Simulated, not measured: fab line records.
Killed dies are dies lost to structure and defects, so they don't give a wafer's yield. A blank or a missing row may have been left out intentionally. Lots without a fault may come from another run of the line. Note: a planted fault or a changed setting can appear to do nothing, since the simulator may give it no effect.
fab line records -- flow sky130
[record] lots = 11, wafers = 33, last-day = 50
route steps=708 shown VT_ADJUST_LVTN@107 GATE_OXIDE@188 POLY_GATE@231 SD_P@330
lots with no fault: from the same line, run without faults
start-h: hours from the record's first day to the start of the lot's first wafer shown -- wait-h: hours from the lot's prior step to this one -- " repeats the value in the row above -- L1.1+2: several wafers, shown together as one row -- - no value present, or no start provided -- * or withheld: withheld -- < > ~ a bound
route shown NAME@n: NAME is a module with steps in the file, n the number in the route of the first one -- usual: average and standard deviation across the fault-free wafers -- same: alike in all rows -- chamber/n: place in a boat -- sites: per-site readings -- _std_site: standard deviation across them -- _edge_site: outer sites' mean less inner sites' -- radius-mm: how far each site lies from the wafer's centre -- mask NAME#n: copy n -- behind: the last tool/chamber to shape the wafer -- hold: what put the lot on hold/how long, in hours/how the hold closed -- device: transistor that didn't switch, given as n, p or np -- end of line: at the end of the route, the tests of the same wafers -- a step given without rows: its recipe and nothing more -- killed: dies that structure and defects cost at the first sort, which is not the same as the wafer's yield -- map: a wafer's dies, x killed, . not, _ none there
set.NAME: the setting as run; set.NAME@STEP: as run at that earlier step -- model.NAME: the simulator's own value behind a step, which no gauge read
steps of the route over a sample of lots; a table a step, a row a wafer
services: a tool's chamber out of use, with start hour (start-h, from the record's first day; less than 0 if before it), hours out, and reason
[[steps]]
[step SKY_VT_ADJUST_LVTN_TW_MEAS_10]
[usual] VT_ADJUST_LVTN_TW = 242.3/2.1
lot.wafer,tool,chamber,start-h,wait-h,VT_ADJUST_LVTN_TW
L602.1,film-metro-04,-,148.25,0.1,240.3
L602.3,film-metro-04,-,148.25,0.1,238.5
L602.4,film-metro-04,-,148.25,0.1,239.5
L603.1,film-metro-03,-,155.75,0.1,242.6
L603.2,film-metro-03,-,155.75,0.1,242.9
L603.5,film-metro-03,-,155.75,0.1,243.1
L606.1,film-metro-03,-,180.15,0.1,243.2
L606.2,film-metro-03,-,180.15,0.1,242.7
L606.5,film-metro-03,-,180.15,0.1,242.8
L605.1,film-metro-04,-,180.94,0.1,239.3
L605.2,film-metro-04,-,180.94,0.1,240.4
L605.5,film-metro-04,-,180.94,0.1,239.5
L608.1,film-metro-02,-,186.94,0.1,245.7
L608.2,film-metro-02,-,186.94,0.1,246.2
L608.4,film-metro-02,-,186.94,0.1,245.8
L611.3,film-metro-04,-,207.27,0.1,240.3
L611.4,film-metro-04,-,207.27,0.1,242.1
L611.6,film-metro-04,-,207.27,0.1,239.8
L612.3,film-metro-03,-,213.17,0.1,242.1
L612.5,film-metro-03,-,213.17,0.1,242.6
L612.6,film-metro-03,-,213.17,0.1,243.4
L613.1,film-metro-04,-,217.74,0.1,239.5
L613.2,film-metro-04,-,217.74,0.1,239.5
L613.3,film-metro-04,-,217.74,0.1,239.7
L621.2,film-metro-04,-,272.81,0.1,240.5
L621.4,film-metro-04,-,272.81,0.1,240.6
L621.5,film-metro-04,-,272.81,0.1,242.2
L623.1,film-metro-03,-,283.75,0.1,241.9
L623.3,film-metro-03,-,283.75,0.1,242.9
L623.5,film-metro-03,-,283.75,0.1,242.9
L624.1,film-metro-03,-,295.65,0.1,242.5
L624.3,film-metro-03,-,295.65,0.1,242.5
L624.4,film-metro-03,-,295.65,0.1,241.6
[step SKY_GATE_OXIDE_OXIDATION_01]
[recipe] temp-c = 900, ambient = O2, stabilise-s = 600, purge-s = 300, target-thk-a = 102.68, ox-time-s = 1473
[usual] spike-tc-bottom-C = 918.8/1, spike-tc-centre-C = 900.7/1.2, spike-tc-lower-C = 899.4/1, spike-tc-top-C = 909.1/2.1, spike-tc-upper-C = 899.3/0.99, tube-center-temp-C = 900/0.079, tube_center_temp_C_max = 902.2/0.38
lot.wafer,tool,chamber,start-h,wait-h,spike-tc-bottom-C,spike-tc-centre-C,spike-tc-lower-C,spike-tc-top-C,spike-tc-upper-C,tube-center-temp-C,tube_center_temp_C_max
L602.1,furnace-01,0,287.52,0.4,917.4,897.8,901.0,909.2,898.8,899.89,902.4
L602.3,furnace-01,0,287.52,0.4,918.8,900.0,900.7,910.2,898.2,899.81,901.8
L602.4,furnace-01,0,287.52,0.4,918.4,901.9,899.7,907.0,900.8,900.04,902.9
L603.1,furnace-02,0,293.39,0.0,918.1,901.4,898.3,912.8,900.0,900.05,902.7
L603.2,furnace-02,0,293.39,0.0,919.3,900.9,900.0,910.6,900.8,900,902.0
L603.5,furnace-02,0,293.39,0.0,917.2,902.0,899.3,913.6,899.3,900.07,901.8
L606.1,furnace-01,0,327.39,0.0,918.9,899.4,900.2,906.6,899.0,900.02,901.8
L606.2,furnace-01,0,327.39,0.0,918.0,901.3,901.0,908.1,901.0,899.99,901.9
L606.5,furnace-01,0,327.39,0.0,917.7,899.9,897.9,909.0,900.0,900.04,902.4
L605.1,furnace-01,0,328.80,0.2,918.3,901.1,898.8,908.4,898.6,900.08,902.6
L605.2,furnace-01,0,328.80,0.2,920.0,900.0,899.9,910.1,899.2,900.04,903.0
L605.5,furnace-01,0,328.80,0.2,917.7,901.6,899.6,907.6,898.5,900,902.4
L608.1,furnace-01,0,361.00,0.2,920.1,899.8,900.1,907.2,900.5,899.97,902.6
L608.2,furnace-01,0,361.00,0.2,916.4,900.6,897.8,908.6,900.4,900.09,901.8
L608.4,furnace-01,0,361.00,0.2,920.0,899.9,898.9,908.6,899.4,899.97,901.8
L611.3,furnace-01,0,361.00,0.1,919.7,901.6,899.5,908.2,899.2,900.09,902.4
L611.4,furnace-01,0,361.00,0.1,918.7,900.6,899.3,906.1,901.0,899.92,901.9
L611.6,furnace-01,0,361.00,0.1,918.4,900.8,900.9,907.6,898.6,899.96,902.2
L612.3,furnace-01,0,373.42,1.4,939.3,919.7,917.1,928.1,917.9,918.53,920.2
L612.5,furnace-01,0,373.42,1.4,936.5,921.5,919.3,924.4,919.5,918.45,920.3
L612.6,furnace-01,0,373.42,1.4,936.9,918.8,917.5,928.3,917.2,918.56,921.3
L613.1,furnace-01,0,373.42,1.7,936.4,919.5,917.0,926.2,917.4,918.45,920.7
L613.2,furnace-01,0,373.42,1.7,938.0,918.6,918.3,926.9,916.1,918.44,920.4
L613.3,furnace-01,0,373.42,1.7,936.8,919.6,919.6,924.6,918.0,918.53,920.5
L621.2,furnace-02,0,442.02,0.0,919.7,900.3,899.4,911.8,901.0,899.88,902.3
L621.4,furnace-02,0,442.02,0.0,920.0,900.6,897.8,912.5,897.4,899.99,901.9
L621.5,furnace-02,0,442.02,0.0,919.4,899.9,898.1,911.5,898.6,899.92,902.0
L623.1,furnace-01,0,487.22,0.8,918.9,901.7,900.4,906.5,898.8,899.99,902.1
L623.3,furnace-01,0,487.22,0.8,918.5,900.8,899.8,908.4,899.2,900.03,902.1
L623.5,furnace-01,0,487.22,0.8,917.4,900.3,900.1,907.1,898.0,899.95,901.7
L624.1,furnace-01,0,487.22,0.5,917.2,897.1,899.4,907.8,898.8,900.11,902.6
L624.3,furnace-01,0,487.22,0.5,919.3,900.7,900.1,907.7,899.3,899.91,901.7
L624.4,furnace-01,0,487.22,0.5,918.1,899.8,900.5,909.0,898.8,900.09,902.3
[step SKY_GATE_OXIDE_THK_MEAS_02]
[recipe] reads = SiO2_of_GATE_OXIDE_OXIDATION_01
[usual] GATE_OXIDE_OXIDATION_00_THK = 10.23/0.22
lot.wafer,tool,chamber,start-h,wait-h,GATE_OXIDE_OXIDATION_00_THK[nm]
L602.1,film-metro-04,-,288.93,0.0,10.51
L602.3,film-metro-04,-,288.93,0.0,10.51
L602.4,film-metro-04,-,288.93,0.0,10.55
L603.1,film-metro-04,-,294.80,0.0,10.20
L603.2,film-metro-04,-,294.80,0.0,10.32
L603.5,film-metro-04,-,294.80,0.0,10.33
L606.1,film-metro-01,-,328.80,0.0,10.21
L606.2,film-metro-01,-,328.80,0.0,9.96
L606.5,film-metro-01,-,328.80,0.0,10.26
L605.1,film-metro-04,-,330.21,0.0,10.41
L605.2,film-metro-04,-,330.21,0.0,10.31
L605.5,film-metro-04,-,330.21,0.0,10.31
L608.1,film-metro-04,-,362.47,0.1,10.30
L608.2,film-metro-04,-,362.47,0.1,10.24
L608.4,film-metro-04,-,362.47,0.1,10.20
L611.3,film-metro-01,-,362.49,0.1,10.12
L611.4,film-metro-01,-,362.49,0.1,10.32
L611.6,film-metro-01,-,362.49,0.1,10.20
L613.1,film-metro-01,-,374.83,0.0,12.51
L613.2,film-metro-01,-,374.83,0.0,12.55
L613.3,film-metro-01,-,374.83,0.0,12.39
L612.3,film-metro-04,-,374.85,0.0,12.42
L612.5,film-metro-04,-,374.85,0.0,12.72
L612.6,film-metro-04,-,374.85,0.0,12.49
L621.2,film-metro-01,-,443.44,0.0,10.51
L621.4,film-metro-01,-,443.44,0.0,10.33
L621.5,film-metro-01,-,443.44,0.0,10.51
L623.1,film-metro-01,-,488.63,0.0,9.62
L623.3,film-metro-01,-,488.63,0.0,10.03
L623.5,film-metro-01,-,488.63,0.0,9.92
L624.1,film-metro-02,-,488.63,0.0,10.16
L624.3,film-metro-02,-,488.63,0.0,9.97
L624.4,film-metro-02,-,488.63,0.0,10.21
[step SKY_POLY_GATE_ETCH_17]
[recipe] target-depth-nm = 180, stop-on = SiO2, over-etch-frac = 0.56667, chemistry = HBr/Cl2, target = poly-Si, icp-w = 400, bias-w = 100, pressure-mtorr = 10, HBr_flow_sccm = 150, Cl2_flow_sccm = 50, time-s = 70.5
[usual] drypump-motor-current-A = 5.6/0.4, oes-product-au = 0.984/0.0093, throttle-valve-pct = 33.684/0.0091
lot.wafer,tool,chamber,start-h,wait-h,drypump-motor-current-A,oes-product-au,rf-hours-counter-h,throttle-valve-pct
L602.1,rie-si-02,1,375.10,0.0,6.4,0.975,2.1,33.681
L602.3,rie-si-02,3,375.10,0.0,5.2,0.983,5.1,33.684
L602.4,rie-si-02,0,375.10,0.0,5.5,0.987,2.7,33.680
L603.1,rie-si-02,2,379.75,0.0,6.1,0.997,0.0,33.691
L603.2,rie-si-02,0,379.75,0.0,5.5,0.985,2.8,33.678
L603.5,rie-si-02,1,379.75,0.0,6.4,0.965,-,33.681
L606.1,rie-si-01,1,419.20,0.0,5.5,0.985,1.4,33.671
L606.2,rie-si-01,3,419.20,0.0,5.9,0.990,5.3,33.690
L606.5,rie-si-01,2,419.20,0.0,5.2,0.992,-,33.693
L605.1,rie-si-01,2,419.39,0.0,5.2,0.977,1.0,33.684
L605.2,rie-si-01,0,419.39,0.0,5.4,0.973,1.7,33.695
L605.5,rie-si-01,1,419.39,0.0,5.6,0.984,-,33.687
L611.3,rie-si-01,1,488.50,0.0,5.6,0.987,1.8,33.689
L611.4,rie-si-01,0,488.50,0.0,5.4,0.992,-,33.688
L611.6,rie-si-01,3,488.50,0.0,5.9,0.984,-,33.687
L608.1,rie-si-02,3,488.61,0.0,5.2,0.976,5.6,33.691
L608.2,rie-si-02,0,488.61,0.0,5.5,0.977,3.3,33.685
L608.4,rie-si-02,2,488.61,0.0,6.1,0.982,0.5,33.695
L613.1,rie-si-01,1,488.85,0.0,5.6,0.981,1.8,33.683
L613.2,rie-si-01,0,488.85,0.0,5.4,0.986,2.1,33.675
L613.3,rie-si-01,3,488.85,0.0,5.9,0.997,5.8,33.687
L612.3,rie-si-02,3,488.85,0.0,5.2,0.973,5.7,33.683
L612.5,rie-si-02,2,488.85,0.0,6.1,0.992,-,33.691
L612.6,rie-si-02,3,488.85,0.0,5.1,0.972,-,33.692
L621.2,rie-si-02,1,537.25,0.0,6.4,0.977,3.0,33.677
L621.4,rie-si-02,3,537.25,0.0,5.1,0.971,-,33.688
L621.5,rie-si-02,0,537.25,0.0,5.4,0.976,-,33.674
L624.1,rie-si-02,3,584.29,0.0,5.2,0.972,6.2,33.686
L624.3,rie-si-02,2,584.29,0.0,6.1,0.979,0.7,33.687
L624.4,rie-si-02,1,584.29,0.0,6.4,0.984,3.1,33.686
L623.1,rie-si-02,3,584.71,0.0,5.2,0.954,6.3,33.670
L623.3,rie-si-02,1,584.71,0.0,6.4,0.982,3.1,33.695
L623.5,rie-si-02,2,584.71,0.0,6.1,0.988,-,33.707
[step SKY_SD_P_STRIP_10]
[recipe] chemistry = O2/N2, power-w = 1400, pressure-mtorr = 1500, platen-temp-c = withheld, o2-flow-sccm = 3000, n2-flow-sccm = 300, overash-fraction = 0.5
[usual] drypump-motor-current-A = 5.6/0.4, oes-product-au = 0.617/0.0046, strip-time-to-endpoint-s = 17.51/0.046
[same] overash-fraction = 0.5
lot.wafer,tool,chamber,start-h,wait-h,drypump-motor-current-A,oes-product-au,rf-hours-counter-h,strip-time-to-endpoint-s
L602.1,plasma-asher-03,0,588.07,0.1,5.5,0.613,80,17.48
L602.3,plasma-asher-03,1,588.07,0.1,5.3,0.617,-,17.51
L602.4,plasma-asher-03,0,588.07,0.1,5.5,0.623,-,17.44
L603.1,plasma-asher-03,1,591.16,0.1,5.3,0.620,81,17.52
L603.2,plasma-asher-03,0,591.16,0.1,5.5,0.615,81,17.52
L603.5,plasma-asher-03,1,591.16,0.1,5.3,0.617,-,17.49
L606.1,plasma-asher-04,1,631.36,0.1,6.2,0.617,85,17.56
L606.2,plasma-asher-04,0,631.36,0.1,5.8,0.621,85,17.60
L606.5,plasma-asher-04,1,631.36,0.1,6.2,0.611,-,17.57
L605.1,plasma-asher-01,1,633.27,0.1,5.0,0.624,51,17.57
L605.2,plasma-asher-01,0,633.27,0.1,5.5,0.614,51,17.57
L605.5,plasma-asher-01,1,633.27,0.1,5.0,0.617,-,17.56
L611.3,plasma-asher-03,0,698.79,0.1,5.5,0.614,-,17.52
L611.4,plasma-asher-03,1,698.79,0.1,5.3,0.608,-,17.59
L611.6,plasma-asher-03,1,698.79,0.1,5.3,0.621,-,17.49
L608.1,plasma-asher-01,0,702.02,0.1,5.5,0.621,58,17.48
L608.2,plasma-asher-01,1,702.02,0.1,4.9,0.621,58,17.54
L608.4,plasma-asher-01,1,702.02,0.1,5.0,0.616,-,17.50
L612.3,plasma-asher-03,0,702.18,0.1,5.5,0.624,-,17.45
L612.5,plasma-asher-03,1,702.18,0.1,5.3,0.615,-,17.43
L612.6,plasma-asher-03,0,702.18,0.1,5.5,0.616,-,17.47
L613.1,plasma-asher-01,1,703.06,0.1,5.0,0.620,58,17.45
L613.2,plasma-asher-01,0,703.06,0.1,5.5,0.615,58,17.45
L613.3,plasma-asher-01,0,703.06,0.1,5.5,0.624,-,17.45
L621.2,plasma-asher-01,1,741.56,0.1,5.0,0.619,62,17.52
L621.4,plasma-asher-01,0,741.56,0.1,5.5,0.615,-,17.50
L621.5,plasma-asher-01,0,741.56,0.1,5.5,0.615,-,17.52
L623.1,plasma-asher-03,0,785.57,0.1,5.5,0.626,4,17.53
L623.3,plasma-asher-03,0,785.57,0.1,5.5,0.611,-,17.48
L623.5,plasma-asher-03,1,785.57,0.1,5.3,0.623,-,17.56
L624.1,plasma-asher-01,1,786.44,0.1,5.0,0.623,66,17.35
L624.3,plasma-asher-01,0,786.44,0.1,5.6,0.609,-,17.37
L624.4,plasma-asher-01,1,786.44,0.1,5.0,0.616,-,17.41
[[services]]
tool,chamber,start-h,hours,kind
plasma-asher-03,-,321.34,79.3,repair
rie-si-02,2,343.49,9.5,repair
plasma-asher-03,-,386.16,2.4,repair
furnace-01,-,395.08,3.4,pm
rie-si-02,-,403.80,28.1,pm
plasma-asher-03,-,412.70,9.3,repair
plasma-asher-03,-,432.30,28.1,pm
rie-si-02,2,458.61,2.4,repair
plasma-asher-03,-,472.60,0.9,repair
plasma-asher-03,-,476.25,3.1,repair
plasma-asher-03,-,486.35,1.4,repair
rie-si-02,2,506.31,69.1,repair
plasma-asher-03,-,549.62,2.8,pm
plasma-asher-01,-,550.72,28.1,pm
furnace-01,-,563.31,4.7,pm
plasma-asher-01,-,592.95,2.8,pm
rie-si-02,3,599.58,1.6,repair
rie-si-02,2,647.08,66.5,repair
furnace-01,-,647.55,2.1,pm
furnace-01,-,666.28,3.5,pm
rie-si-02,-,702.43,0.6,repair
furnace-01,-,730.45,2.8,pm
plasma-asher-03,-,733.80,9.0,pm
plasma-asher-01,-,764.31,3.1,repair
[[key]]
[first-sign] step = SKY_GATE_OXIDE_OXIDATION_01, reading = tube-center-temp-C, direction = up, sigmas = 99+, usual = *, struck = *
[effect] step = SKY_GATE_OXIDE_OXIDATION_01, reading = tube_center_temp_C_max, direction = up, sigmas = 48, usual = *, struck = *
[effect] step = SKY_GATE_OXIDE_THK_MEAS_02, reading = GATE_OXIDE_OXIDATION_00_THK, direction = up, sigmas = 11, usual = 10.23, struck = 12.51
met-at SKY_GATE_OXIDE_OXIDATION_01
struck-lots L612,L613
tester-left-out L612,L613
not-acting-at SKY_VT_ADJUST_LVTN_TW_MEAS_10,SKY_POLY_GATE_ETCH_17,SKY_SD_P_STRIP_10
onset-between 361.00 373.42
[fault] kind = process-parameter-drift, tool = furnace-01, chamber = -, onset-h = 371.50, steps = SKY_GATE_OXIDE_OXIDATION_01, channel = temp-c, offset = *, shape = step, end-h = 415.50, acts-in = *, stated = *
// tester-left-out: of these lots the tester's yield and bins aren't shown, on N5 and GAA mostly nor the transistor test; their killed dies are dies lost to structure and defects alone, not to doping, threshold or leakage, so they don't give the yield
